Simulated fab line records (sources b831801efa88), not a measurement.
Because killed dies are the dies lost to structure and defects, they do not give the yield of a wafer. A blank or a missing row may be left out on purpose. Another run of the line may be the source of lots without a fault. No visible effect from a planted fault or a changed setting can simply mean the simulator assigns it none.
8D (eight disciplines) problem report, filled in by code -- flow sky130 -- the parts of the form that need people (team, actions taken, sign-off) are left out

== 1. PROBLEM STATEMENT ==
Across 2 wafers from 2 lots, VIA1_HDPCVD_THK at SKY_VIA1_THK_MEAS_01 averages 1336 nm, while fault-free wafers read 1032 nm with a standard deviation of 12. That is +25 standard deviations from the usual mean.
The first sign was on wafer L421.6 at day 38 03:49, on film-metro-02. At this step, 36 wafers from 12 lots have a number in the record. By rule, "out" or "out of limits" means more than 4 standard deviations away from the usual mean. The rest of the wafers with a number are treated as sound.

== 2. WHAT THIS IS AND IS NOT ==
question,is,is not
which readings at this step,VIA1_HDPCVD_THK,-
which lots,"L421, L424","L406, L407, L408, L411, L412, L413, L414, L425, L427, L428"
which wafers of those lots,"L421.6, L424.1","L421.2, L421.4, L424.2, L424.4"
read on which gauges,film-metro-02,"film-metro-01, film-metro-04"
when,from day 38 03:49,"up to then (23 sound wafers); but 11 sound wafers of L424, L425, L427, L428 came after"

== 3. THE SUSPECTS, EACH WITH WHAT RULES IT OUT ==
Counting: a tool at a process step up to the reading stays a suspect if it ran every lot that is out. Sound lots after the first of them don't rule it out here, since some wafers of a struck lot are sound.
- ruled out: the gauge at SKY_VIA1_THK_MEAS_01. All the wafers that are out were read on film-metro-02, but those of them that SKY_VIA1_HDPCVD_00 has rows for are out there too, on other tools.
- hdpcvd-02 at SKY_VIA1_HDPCVD_00 (deposits SiO2, target thk 1030 nm, time 171.7 s): kept. It ran every lot that is out, first L421 (day 38 03:42); its last sound lot up to then is L414 (day 35 18:49). On those wafers its own readings are out: run-length-s.
- Within hdpcvd-02 at SKY_VIA1_HDPCVD_00: the wafers that are out ran in chamber 1; their sound lot-mates ran in chambers 0, 2.
The count leaves hdpcvd-02 at SKY_VIA1_HDPCVD_00.

== 4. THE CAUSE (what the simulator had put in) ==
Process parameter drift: hdpcvd-02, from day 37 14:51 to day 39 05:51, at SKY_VIA1_HDPCVD_00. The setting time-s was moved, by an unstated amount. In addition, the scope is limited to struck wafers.
The count eliminated every tool but this one.

== 5. THE EFFECT CHAIN, in route order ==
Each row: a reading where the mean over the struck wafers with a number is more than 3 standard deviations away from the usual. Only readings for which the record gives a usual standard deviation are gone through. hours: the time from each lot's start at the first step in this table that gives one to its start at this step, as a median over the lots. sigmas: the change in usual standard deviations.
hours,step,reading,usual,on struck wafers,change,sigmas
0,SKY_VIA1_HDPCVD_00,run-length-s,199.0 s,246.1,+47.1,+99 or more
0,SKY_VIA1_THK_MEAS_01,VIA1_HDPCVD_THK,1032 nm,1336,+304,+25
Process steps it contains:
- SKY_VIA1_HDPCVD_00: deposits SiO2, target thk 1030 nm, time 171.7 s.
Later steps that measure or inspect, where all struck wafers having a row at the step show a number for every such reading and not one has moved that far: SKY_VIA1_BOW_MEAS_03.

== 6. HOW IT WOULD HAVE BEEN CAUGHT EARLIER ==
Counted from the fault's start at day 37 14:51, it took 13 hours until the first out-of-limits reading at a measuring or inspecting step in this record, taken at day 38 03:49.
The tool's own readings at SKY_VIA1_HDPCVD_00 were out on every struck wafer that the step has a row for (run-length-s): an alarm limit on them would have fired on the first of those.
Of the lots that are out (2), L424 began SKY_VIA1_HDPCVD_00 on hdpcvd-02 after day 38 03:49. Putting the tool on hold at that point would have spared it.
